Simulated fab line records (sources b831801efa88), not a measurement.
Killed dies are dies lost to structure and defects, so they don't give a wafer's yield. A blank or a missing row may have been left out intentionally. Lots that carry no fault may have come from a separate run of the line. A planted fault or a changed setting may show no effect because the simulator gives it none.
Split-lot study | flow sky130 | 23 wafers read from 5 lots, route of 708 steps

== THE SPLIT ITSELF ==
At SKY_METAL1_SPUTTER_02 (material AlCu, target thk 250 nm, time 13.3 s), the setting time s was moved away from the recipe's 13.3 s on 8 of the 23 wafers read, by -5.8% to +14.8%. All remaining wafers had this setting at the recipe value.

== FROM THE SPLIT TO THE READING: what the file shows between them, 3 steps ==
- SKY_METAL1_SPUTTER_03: material Ti, target thk 5 nm, time 3.3 s
- SKY_METAL1_SPUTTER_04: material TiN, target thk 70 nm, time 58.3 s
- SKY_METAL1_RS_MEAS_05: measures by four-point-probe

== THE READING ==
METAL1_ALCU_THK, in nm, at SKY_METAL1_THK_MEAS_06 (measures by xrf). A value of 255 nm with a standard deviation of 3 nm is what fault-free wafers of this fab line usually give.

wafer  | tool, chamber at the split | time s as run, s | against the recipe | METAL1_ALCU_THK, nm | against lot-mates on the recipe
L074.1 | pvd sputter-02, -          | 12.53            | -5.8%              | 243                 | -12
L074.2 | pvd sputter-02, -          | 12.53            | -5.8%              | 242                 | -14
L074.3 | pvd sputter-02, -          | 12.53            | -5.8%              | 241                 | -14
L074.4 | pvd sputter-02, -          | 13.3             | recipe             | 255                 | -
L074.6 | pvd sputter-02, -          | 13.3             | recipe             | 256                 | -
L076.2 | pvd sputter-02, -          | 13.92            | +4.7%              | 269                 | +12
L076.3 | pvd sputter-02, -          | 13.92            | +4.7%              | 269                 | +12
L076.4 | pvd sputter-02, -          | 13.92            | +4.7%              | 269                 | +12
L076.5 | pvd sputter-02, -          | 13.3             | recipe             | 259                 | -
L076.6 | pvd sputter-02, -          | 13.3             | recipe             | 256                 | -
L078.1 | pvd sputter-02, -          | 13.3             | recipe             | 251                 | -
L078.2 | pvd sputter-02, -          | 13.3             | recipe             | 253                 | -
L078.3 | pvd sputter-02, -          | 13.3             | recipe             | 253                 | -
L078.4 | pvd sputter-02, -          | 13.3             | recipe             | 251                 | -
L078.6 | pvd sputter-02, -          | 13.3             | recipe             | 252                 | -
L080.2 | pvd sputter-02, -          | 13.3             | recipe             | 257                 | -
L080.4 | pvd sputter-02, -          | 13.3             | recipe             | 256                 | -
L080.6 | pvd sputter-02, -          | 13.3             | recipe             | 256                 | -
L084.1 | pvd sputter-04, -          | 15.27            | +14.8%             | 291                 | +36
L084.2 | pvd sputter-04, -          | 13.3             | recipe             | 252                 | -
L084.3 | pvd sputter-04, -          | 15.27            | +14.8%             | 293                 | +38
L084.4 | pvd sputter-04, -          | 13.3             | recipe             | 254                 | -
L084.6 | pvd sputter-04, -          | 13.3             | recipe             | 258                 | -

FIT RESULTS
A straight line over all 23 wafers: METAL1_ALCU_THK changes by +2.5 nm for each +1% of time s; r = +0.98; the points scatter about the line by 2.4 nm.
The same after taking each lot's own level away (the mean of its wafers on the recipe; 23 wafers): +2.48 nm for each +1%; r = +1.00; scatter 1.3 nm.
The reading moves by 37 nm for the largest change in time s, on that fit.
From 252.0 to 257.5 nm: that is the span of the lots' own levels, equal to 1.8 times the standard deviation above.
So the lot-to-lot level changes the slope little: the two slopes agree.
Check: for one of the wafers moved furthest among these (+14.8%), held out of the fit, the line's prediction against its lot-mates is +37.1 nm. Against them it came out at +36.3 nm.

== THE WHOLE CHAIN: every reading that the file lists as answering this split, in the file's order ==
step                   | what it does                                  | reading                                                                           | change (the file's fit)              | r (the file's)
SKY_METAL1_SPUTTER_02  | material AlCu, target thk 250 nm, time 13.3 s | AlCu_of_METAL1_SPUTTER_02.thk nm (the simulator's own value, which no gauge read) | +2.44 nm for each +1% of the setting | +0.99
SKY_METAL1_RS_MEAS_05  | measures by four-point-probe                  | METAL1_ALCU_RS                                                                    | -0.00113 for each +1% of the setting | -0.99
SKY_METAL1_THK_MEAS_06 | measures by xrf                               | METAL1_ALCU_THK                                                                   | +2.49 for each +1% of the setting    | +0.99

== FILE'S OWN FIT ==
METAL1_ALCU_THK changes by +2.49 nm for each +1% of time s, r = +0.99.
